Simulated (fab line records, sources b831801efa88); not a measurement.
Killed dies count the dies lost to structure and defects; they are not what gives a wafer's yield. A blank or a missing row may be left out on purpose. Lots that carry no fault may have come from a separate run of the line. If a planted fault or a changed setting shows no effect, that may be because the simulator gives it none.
Matching of chambers ; flow gf180mcu ; GF_V1_CVD_02 on pecvd-02 has 3 sister chambers
The step deposits SiO2 from TEOS, target thk 850 nm, time 94.851 s. 6 wafers are shown with their chamber, then 7 later ones without.

WAFERS PAIRED WITH THEIR CHAMBERS
wafer;chamber;heater power w (W);rf fwd power W (W)
L710.6;2;481;596.9
L712.1;0;777;595.9
L712.3;1;674;596.6
L712.5;1;714;597.6
L713.1;2;518;597.4
L713.3;0;728;595.5

WAFERS WITH NO CHAMBER GIVEN
wafer;heater power w (W);rf fwd power W (W)
L713.5;713;597.1
L715.2;627;596.6
L715.3;534;596.4
L715.5;589;594.8
L716.1;544;599.1
L716.3;670;597.3
L716.5;705;596.1

EACH ONE'S CHAMBER
wafer;from the rows above;in truth
L713.5;1;1
L715.2;can't be placed: 1 or 2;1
L715.3;2;2
L715.5;can't be placed: 2 or 0 or 1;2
L716.1;2;2
L716.3;1;1
L716.5;can't be placed: 0 or 1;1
Correctly placed: 4 of 7. Can't be placed from these rows: 3 (the true chamber is among the candidates in 3). Placed wrongly: 0.
How it was worked out, from the rows above alone: a wafer's distance from a chamber is the root of the sum, over the readings, of the square of ((its reading less the chamber's mean) divided by the reading's scatter). The wafer belongs to the nearest chamber; if the next one is less than 2 further off, it can't be placed. For every chamber, the mean is computed from those of its wafers that are shown. The scatter is the square root of a quotient: the sum, over the shown wafers, of each reading's squared deviation from its chamber's mean, divided by wafers minus chambers.
